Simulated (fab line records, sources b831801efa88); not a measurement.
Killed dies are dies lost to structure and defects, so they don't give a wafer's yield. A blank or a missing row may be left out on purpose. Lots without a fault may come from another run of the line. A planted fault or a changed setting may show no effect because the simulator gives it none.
Which tool did it? | flow sky130 | 15 lots, 45 wafers sampled, at 4 steps of a route of 708

WHAT THE GAUGES READ, wafer by wafer
SKY_VT_ADJUST_HVTR_OVL_MEAS_08. Usual: VT_ADJUST_HVTR_OVL -0.3 nm, standard deviation 1.7.
lot  | measured     | on         | VT_ADJUST_HVTR_OVL (nm) | flag
L508 | day 9 08:28  | overlay-02 | -0.8 -1.3 -2.2          |
L510 | day 10 03:22 | overlay-01 | 1.1 1.8 1.1             |
L511 | day 10 07:49 | overlay-02 | 0.1 -2.3 -0.5           |
L515 | day 11 13:22 | overlay-01 | 0.2 1.2 1.1             |
L517 | day 12 08:47 | overlay-01 | -2.7 1.3 -2.1           |
L518 | day 12 14:26 | overlay-02 | -0.4 0.2 -0.5           |
L519 | day 13 05:44 | overlay-01 | -2.7 -3.0 -1.2          |
L520 | day 13 07:53 | overlay-02 | -1.6 -0.1 0.0           |
L521 | day 13 17:08 | overlay-02 | 3.0 1.4 2.6             |
L527 | day 15 12:21 | overlay-01 | -1.0 0.1 1.8            |
L530 | day 17 03:05 | overlay-02 | -3.6 -2.8 -1.9          |
L531 | day 17 03:24 | overlay-02 | 2.6 1.9 1.2             |

WHICH TOOL RAN EACH LOT (tool, then ch and the chambers of the sampled wafers, then the start)
lot  | SKY_FIELD_ISO_ETCH_14             | SKY_FIELD_ISO_ETCH_15             | SKY_FIELD_ISO_STRIP_16
L508 | rie_diel-04 ch 0,3, day 2 05:05   | rie_diel-04 ch 0,3, day 2 05:08   | plasma_asher-02 ch 0,1, day 2 05:11
L510 | rie_diel-01 ch 0,1,2, day 2 15:41 | rie_diel-01 ch 0,1,2, day 2 15:44 | plasma_asher-02 ch 0,1, day 2 15:47
L511 | rie_diel-04 ch 0,1,2, day 2 21:11 | rie_diel-04 ch 0,1,2, day 2 21:14 | plasma_asher-02 ch 0,1, day 2 21:17
L515 | rie_diel-01 ch 1,2,3, day 3 16:30 | rie_diel-01 ch 1,2,3, day 3 16:32 | plasma_asher-02 ch 0,1, day 3 16:36
L517 | rie_diel-04 ch 0,1,3, day 4 06:32 | rie_diel-04 ch 0,1,3, day 4 06:35 | plasma_asher-01 ch 0,1, day 4 06:38
L518 | rie_diel-04 ch 0,1,2, day 4 09:27 | rie_diel-04 ch 0,1,2, day 4 09:29 | plasma_asher-02 ch 0, day 4 09:33
L519 | rie_diel-01 ch 0,1,2, day 4 17:27 | rie_diel-01 ch 0,1,2, day 4 17:29 | plasma_asher-01 ch 0,1, day 4 17:33
L520 | rie_diel-04 ch 0,1,3, day 4 21:53 | rie_diel-04 ch 0,1,3, day 4 21:56 | plasma_asher-02 ch 0,1, day 4 21:59
L521 | rie_diel-03 ch 0,2,3, day 5 00:56 | rie_diel-03 ch 0,2,3, day 5 00:59 | plasma_asher-01 ch 0,1, day 5 01:02
L522 | rie_diel-04 ch 1,3, day 5 05:32   | rie_diel-04 ch 1,3, day 5 05:35   | plasma_asher-03 ch 0,1, day 5 05:38
L523 | rie_diel-01 ch 0,1,2, day 5 12:57 | rie_diel-01 ch 0,1,2, day 5 12:59 | plasma_asher-02 ch 1, day 5 13:03
L524 | rie_diel-03 ch 1,2, day 5 20:15   | rie_diel-03 ch 1,2, day 5 20:17   | plasma_asher-01 ch 0,1, day 5 20:21
L527 | rie_diel-03 ch 0,1,3, day 6 10:51 | rie_diel-03 ch 0,1,3, day 6 10:53 | plasma_asher-03 ch 0,1, day 6 10:57
L530 | rie_diel-01 ch 1,2, day 6 23:42   | rie_diel-01 ch 1,2, day 6 23:44   | plasma_asher-02 ch 0,1, day 6 23:48
L531 | rie_diel-01 ch 0,1,2, day 7 05:26 | rie_diel-01 ch 0,1,2, day 7 05:29 | plasma_asher-03 ch 0,1, day 7 05:34
- SKY_FIELD_ISO_ETCH_14: etches BARC in N2/H2, stops on SiO2, time 45.9 s, target depth 60 nm.
- SKY_FIELD_ISO_ETCH_15: etches the open film in CHF3/O2, stops on Si, target depth 180 nm, time 72 s.
- SKY_FIELD_ISO_STRIP_16: strips in O2/N2.

WHAT THE TOOLS THEMSELVES READ (means of the sampled wafers that have a number; where no wafer has one, the mark that the record gives instead)
SKY_FIELD_ISO_ETCH_14. Usual: bias_w 100.0 W, standard deviation 0.31; chamber_pressure_mTorr 30.002 mTorr, standard deviation 0.024; drypump_motor_current_A 5.9 A, standard deviation 0.49; h2_flow_sccm 199.9 sccm, standard deviation 0.63; oes_product_au 0.856 a.u., standard deviation 0.0044; rf_fwd_power_W 494.3 W, standard deviation 2.5; throttle_valve_pct 13.226 %, standard deviation 0.0092.
lot  | tool        | bias_w (W) | chamber_pressure_mTorr (mTorr) | drypump_motor_current_A (A) | h2_flow_sccm (sccm) | oes_product_au (a.u.) | rf_fwd_power_W (W) | throttle_valve_pct (%) | flag
L508 | rie_diel-04 | 99.9       | 30.011                         | 5.7                         | 199.9               | 0.852                 | 490.0              | 13.223                 |
L510 | rie_diel-01 | 100.0      | 30.001                         | 6.2                         | 200.2               | 0.856                 | 495.3              | 13.230                 |
L511 | rie_diel-04 | 100.0      | 30.011                         | 5.7                         | 200.2               | 0.855                 | 494.7              | 13.224                 |
L515 | rie_diel-01 | 99.9       | 29.980                         | 5.9                         | 199.7               | 0.854                 | 494.4              | 13.229                 |
L517 | rie_diel-04 | 100.2      | 30.009                         | 6.0                         | 199.9               | 0.851                 | 495.5              | 13.226                 |
L518 | rie_diel-04 | 100.1      | 30.002                         | 5.7                         | 199.9               | 0.856                 | 495.3              | 13.227                 |
L519 | rie_diel-01 | 99.9       | 30.008                         | 6.2                         | 199.5               | 0.855                 | 496.0              | 13.219                 |
L520 | rie_diel-04 | 99.9       | 30.011                         | 5.9                         | 200.4               | 0.857                 | 493.5              | 13.223                 |
L521 | rie_diel-03 | 100.0      | 30.003                         | 5.6                         | 200.7               | 0.854                 | 493.8              | 13.223                 |
L522 | rie_diel-04 | -          | -                              | -                           | -                   | -                     | -                  | -                      | OFF
L523 | rie_diel-01 | -          | -                              | -                           | -                   | -                     | -                  | -                      | OFF
L524 | rie_diel-03 | -          | -                              | -                           | -                   | -                     | -                  | -                      | OFF
L527 | rie_diel-03 | 99.9       | 30.006                         | 5.9                         | 200.2               | 0.859                 | 495.6              | 13.228                 |
L530 | rie_diel-01 | 100.4      | 30.015                         | 6.0                         | 200.0               | 0.853                 | 496.8              | 13.221                 |
L531 | rie_diel-01 | 100.1      | 30.033                         | 6.2                         | 199.5               | 0.858                 | 496.6              | 13.225                 |

SKY_FIELD_ISO_ETCH_15. Usual: O2_flow_sccm 4.999 sccm, standard deviation 0.014; bias_w 199.9 W, standard deviation 0.54; drypump_motor_current_A 5.8 A, standard deviation 0.49; oes_product_au 0.944 a.u., standard deviation 0.0068; rf_fwd_power_W 595.3 W, standard deviation 2.6; throttle_valve_pct 8.843 %, standard deviation 0.0088.
lot  | tool        | O2_flow_sccm (sccm) | bias_w (W) | drypump_motor_current_A (A) | oes_product_au (a.u.) | rf_fwd_power_W (W) | throttle_valve_pct (%) | flag
L508 | rie_diel-04 | 5.002               | 199.5      | 5.7                         | 0.947                 | 593.4              | 8.841                  |
L510 | rie_diel-01 | 5.004               | 199.8      | 6.2                         | 0.943                 | 596.3              | 8.847                  |
L511 | rie_diel-04 | 5.004               | 200.1      | 5.7                         | 0.944                 | 595.5              | 8.846                  |
L515 | rie_diel-01 | 4.999               | 199.7      | 5.9                         | 0.947                 | 596.3              | 8.844                  |
L517 | rie_diel-04 | 4.990               | 199.9      | 5.9                         | 0.938                 | 593.7              | 8.836                  |
L518 | rie_diel-04 | 4.993               | 199.3      | 5.7                         | 0.945                 | 595.6              | 8.835                  |
L519 | rie_diel-01 | 5.003               | 199.9      | 6.2                         | 0.950                 | 597.0              | 8.848                  |
L520 | rie_diel-04 | 5.010               | 199.8      | 5.9                         | 0.944                 | 594.6              | 8.844                  |
L521 | rie_diel-03 | 5.008               | 199.7      | 5.7                         | 0.937                 | 597.6              | 8.835                  |
L522 | rie_diel-04 | 4.989               | 200.4      | 6.1                         | 0.376                 | 593.9              | 8.673                  | OFF
L523 | rie_diel-01 | 4.987               | 199.9      | 6.2                         | 0.377                 | 595.8              | 8.670                  | OFF
L524 | rie_diel-03 | 4.991               | 199.5      | 5.4                         | 0.376                 | 595.7              | 8.674                  | OFF
L527 | rie_diel-03 | 5.000               | 200.1      | 5.9                         | 0.947                 | 594.4              | 8.851                  |
L530 | rie_diel-01 | 4.988               | 200.4      | 6.0                         | 0.947                 | 597.2              | 8.842                  |
L531 | rie_diel-01 | 4.986               | 200.5      | 6.3                         | 0.945                 | 596.7              | 8.846                  |

SKY_FIELD_ISO_STRIP_16. Usual: drypump_motor_current_A 5.6 A, standard deviation 0.39; oes_product_au 0.378 a.u., standard deviation 0.0043; strip_time_to_endpoint_s 3.56 s, standard deviation 0.044.
lot  | tool            | drypump_motor_current_A (A) | oes_product_au (a.u.) | strip_time_to_endpoint_s (s) | flag
L508 | plasma_asher-02 | 5.7                         | 0.379                 | 3.56                         |
L510 | plasma_asher-02 | 5.6                         | 0.377                 | 3.56                         |
L511 | plasma_asher-02 | 5.7                         | 0.375                 | 3.53                         |
L515 | plasma_asher-02 | 5.7                         | 0.384                 | 3.56                         |
L517 | plasma_asher-01 | 5.2                         | 0.379                 | 3.54                         |
L518 | plasma_asher-02 | 5.9                         | 0.377                 | 3.53                         |
L519 | plasma_asher-01 | 5.2                         | 0.381                 | 3.55                         |
L520 | plasma_asher-02 | 5.6                         | 0.377                 | 3.56                         |
L521 | plasma_asher-01 | 5.2                         | 0.384                 | 3.58                         |
L522 | plasma_asher-03 | 6.3                         | 0.398                 | 3.99                         | OFF
L523 | plasma_asher-02 | 5.5                         | 0.399                 | 4.01                         | OFF
L524 | plasma_asher-01 | 5.2                         | 0.396                 | 4.03                         | OFF
L527 | plasma_asher-03 | 6.1                         | 0.380                 | 3.57                         |
L530 | plasma_asher-02 | 5.5                         | 0.377                 | 3.55                         |
L531 | plasma_asher-03 | 6.3                         | 0.373                 | 3.55                         |

THE ANSWER, worked out from the rows above alone
Rule: a lot is off if the mean of its wafers that have a number lies more than 3 standard deviations from the usual mean. A lot without any number at a reading at which 4 lots or more have one is off too. The other lots that the step has rows for count as sound. The gauges are gone through in route order, then the tools' own readings, and for those a lot's mean is taken as printed above. The first step at which some lot is off is used, and at that step the reading that is off furthest; a lot without a number counts as furthest.
Off: L522, L523, L524, at SKY_FIELD_ISO_ETCH_14 (bias_w). Without a number there: L522, L523, L524.
A tool fits if, at that step or a process step before it, it ran every lot that is off, and no sound lot after the first of them. None of those tried fits.

WHAT THE SIMULATOR HAD PUT IN
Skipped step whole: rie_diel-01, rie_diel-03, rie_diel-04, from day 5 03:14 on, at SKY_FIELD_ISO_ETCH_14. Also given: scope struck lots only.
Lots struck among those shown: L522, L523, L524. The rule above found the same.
